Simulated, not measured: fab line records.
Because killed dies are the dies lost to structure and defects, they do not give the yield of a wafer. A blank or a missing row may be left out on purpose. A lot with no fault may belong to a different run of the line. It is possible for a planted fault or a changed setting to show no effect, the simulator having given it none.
Struck lot and sound lot, side by side	flow sfq_line	21 steps out of a route of 325
Sound: wafers L569.4, L569.5, L569.6. Struck: wafer L578.3 (left out: L578.4, a lot-mate that was not struck); the cause follows at the end.
At each step with rows: each side's tool, then ch and its chambers, then its first start. Under that, the readings that differ: sound wafers	struck wafers	difference of the means	sigmas: that difference in standard deviations of wafers without a fault.
alike: words and numbers the same on both sides, and readings whose means are apart by under 2 such deviations; not compared: readings that were withheld, readings missing a value for some wafer, numbers with overlapping values and no deviation given by the record, and bounds like >300 which may hide the same value.
The two part at a step that has a row with sigmas, a row that says differs or no value, or rows on one side only. Non-overlapping numbers with no deviation appear without sigmas and do not part them. A reading missing from all wafers of one side parts the sides only when that side holds two or more wafers.

first, 2 steps without rows for these wafers: SFQ_TRILAYER_I4_VIA_BARC_OPEN_VIA_ETCH_146 (etches BARC in O2, target depth 125 nm, time 41.7 s); SFQ_TRILAYER_I4_VIA_ETCH_VIA_ETCH_106 (etches SiO2 in CHF3, stops on Nb, target depth 260 nm).
SFQ_TRILAYER_I4_VIA_STRIP_STRIP_107: strips in O2.
  sound on rie_metal-01 ch 0,1, day 40 23:22; struck on rie_metal-01 ch 0, day 44 11:00
  alike: drypump_motor_current_A, oes_product_au
  not compared: rf_hours_counter_h
then, 2 steps without rows for these wafers: SFQ_TRILAYER_I4_VIA_STRIP_SOLV_CLEAN_108 (cleans in NMP, time 600 s); SFQ_TRILAYER_JJ_TRILAYER_DEP_PRE_CLEAN_113 (time 22.5 s).
SFQ_TRILAYER_JJ_TRILAYER_DEP_SPUTTER_109: material Nb, target thk 150 nm, time 100 s.
  sound on pvd_sputter-06 at day 40 23:58; struck on pvd_sputter-03 at day 44 11:55
  alike: throttle_valve_pct
SFQ_TRILAYER_JJ_TRILAYER_DEP_SPUTTER_110: material Al, target thk 8 nm, time 10 s.
  sound on pvd_sputter-06 at day 41 00:02; struck on pvd_sputter-03 at day 44 11:59
  alike: throttle_valve_pct
then, 1 step without rows for these wafers: SFQ_TRILAYER_JJ_TRILAYER_DEP_AL_OXIDATION_111 (oxidation time 600 s).
SFQ_TRILAYER_JJ_TRILAYER_DEP_SPUTTER_112: material Nb, target thk 170 nm, time 113.3 s.
  sound on pvd_sputter-06 at day 41 01:04; struck on pvd_sputter-03 at day 44 13:01
  alike: throttle_valve_pct
SFQ_JJ_RS_MEAS_929: uses a four-point probe to measure.
  sound on film_metro-03 at day 41 01:12; struck on film_metro-01 at day 44 13:08
  alike: JJ_NB_RS
then, 1 step without rows for these wafers: SFQ_TRILAYER_JJ_CE_LITHO_COAT_119 (resist thk 62 nm).
SFQ_TRILAYER_JJ_CE_LITHO_COAT_114: resist thk 600 nm.
  sound on litho_track-02 ch 0, day 41 01:46; struck on litho_track-02 ch 0, day 44 13:40
reading	sound	struck	difference	sigmas
model.KrF_of_TRILAYER_JJ_CE_LITHO_COAT_114.thk_nm (nm)	602.5 601.9 601.4	585.2	-16.7	
then, 4 steps without rows for these wafers: SFQ_TRILAYER_JJ_CE_LITHO_SOFTBAKE_118; SFQ_TRILAYER_JJ_CE_LITHO_EXPOSE_115 (exposes mask J5, target cd 700 nm); SFQ_TRILAYER_JJ_CE_LITHO_PEB_117 (peb time 60 s); SFQ_TRILAYER_JJ_CE_LITHO_DEVELOP_116 (time 60 s).
SFQ_JJ_OVL_MEAS_931:
  sound on overlay-01 at day 42 12:50; struck on overlay-02 at day 45 15:16
reading	sound	struck	difference	sigmas
J5_OVL (nm)	5 5 4	-7	-12	-2
next, for these wafers, 1 step has no rows: SFQ_TRILAYER_JJ_CE_METRO_MEASURE_117.
SFQ_TRILAYER_JJ_CE_BARC_OPEN_RIE_150: chemistry O2, target BARC, target depth 240 nm, time 80 s.
  sound on rie_metal-03 ch 0,1, day 42 14:05; struck on rie_metal-04 ch 0, day 45 16:31
reading	sound	struck	difference	sigmas
oes_product_au (a.u.)	0.531 0.531 0.533	0.546	+0.014	+3
  alike: drypump_motor_current_A
  not compared: rf_hours_counter_h
SFQ_TRILAYER_JJ_CE_ETCH_RIE_118: chemistry SF6, target Nb, stops on Al2O3, time 97.7 s, target depth 170 nm.
  sound on rie_metal-03 ch 0,1, day 42 14:11; struck on rie_metal-04 ch 0, day 45 16:37
reading	sound	struck	difference	sigmas
model.KrF_of_TRILAYER_JJ_CE_LITHO_COAT_114.thk_nm (nm)	475.1 478.6 474.3	461.5	-14.5	
  alike: drypump_motor_current_A, oes_product_au
  not compared: rf_hours_counter_h
next, for these wafers, 1 step has no rows: SFQ_TRILAYER_JJ_ANODIZE_ANODIZE_119.

WHERE THEY PART
At SFQ_JJ_OVL_MEAS_931 first; at SFQ_TRILAYER_JJ_CE_BARC_OPEN_RIE_150 last (within this record only). Later steps at which nothing parts them and some readings are alike: SFQ_TRILAYER_JJ_CE_ETCH_RIE_118.

WHY: the cause the simulator had injected
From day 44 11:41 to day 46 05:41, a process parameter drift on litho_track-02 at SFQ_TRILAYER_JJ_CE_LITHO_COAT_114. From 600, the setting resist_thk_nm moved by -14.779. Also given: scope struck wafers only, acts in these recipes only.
